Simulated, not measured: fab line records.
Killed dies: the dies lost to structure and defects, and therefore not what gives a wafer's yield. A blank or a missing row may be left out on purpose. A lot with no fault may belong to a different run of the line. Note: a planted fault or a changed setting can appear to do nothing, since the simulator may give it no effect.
Which tool was responsible?    flow gf180mcu    Sampling: 7 lots, 21 wafers, 2 of 602 route steps

WHAT THE GAUGES SHOWED, per wafer
GF_V2_THK_MEAS_03.
lot   measured      on             V2_CVD_02_THK (nm)
L466  day 19 12:41  film-metro-01  836 853 855
L470  day 21 06:35  film-metro-01  849 862 871
L472  day 21 22:01  film-metro-03  859 858 871
L481  day 24 23:55  film-metro-03  847 867 865
L483  day 25 20:02  film-metro-02  834 841 862
L485  day 26 06:56  film-metro-02  829 845 850
L488  day 26 22:35  film-metro-02  838 842 858

TOOL THAT RAN EACH LOT (tool first, then ch and the chambers of the sampled wafers, then the start)
lot   GF_M2_METAL_ETCH_16
L466  rie-metal-01 ch 0,1, day 19 11:50
L470  rie-metal-02 ch 0,1, day 21 05:41
L472  rie-metal-01 ch 0,1, day 21 21:08
L481  rie-metal-04 ch 0,1, day 24 23:04
L483  rie-metal-02 ch 0,1, day 25 19:10
L485  rie-metal-02 ch 0,1, day 26 06:04
L488  rie-metal-01 ch 0,1, day 26 21:44
- GF_M2_METAL_ETCH_16: etches the open film in Cl2/BCl3, stops on SiO2, target depth 627.5 nm, time 104.6 s.

THE ANSWER, worked out from the rows above alone
Rule: the lots themselves supply what counts as usual. The widest of any qualifying gaps counts: lots, ordered by their means at a reading, are off when they make up no more than a third of the lots, leave a main group of 4 or more, and stand apart from it by 3 or more times the standard deviation of that group's means. Not used: any main group whose means are identical at the precision the tables above print for the reading. Also off: a lot with no number at a reading for which 4 or more lots have one. All remaining lots with rows at the step are treated as sound.
No lot is off on any of the readings shown, so nothing can be concluded from this.

WHAT THE SIMULATOR PUT IN
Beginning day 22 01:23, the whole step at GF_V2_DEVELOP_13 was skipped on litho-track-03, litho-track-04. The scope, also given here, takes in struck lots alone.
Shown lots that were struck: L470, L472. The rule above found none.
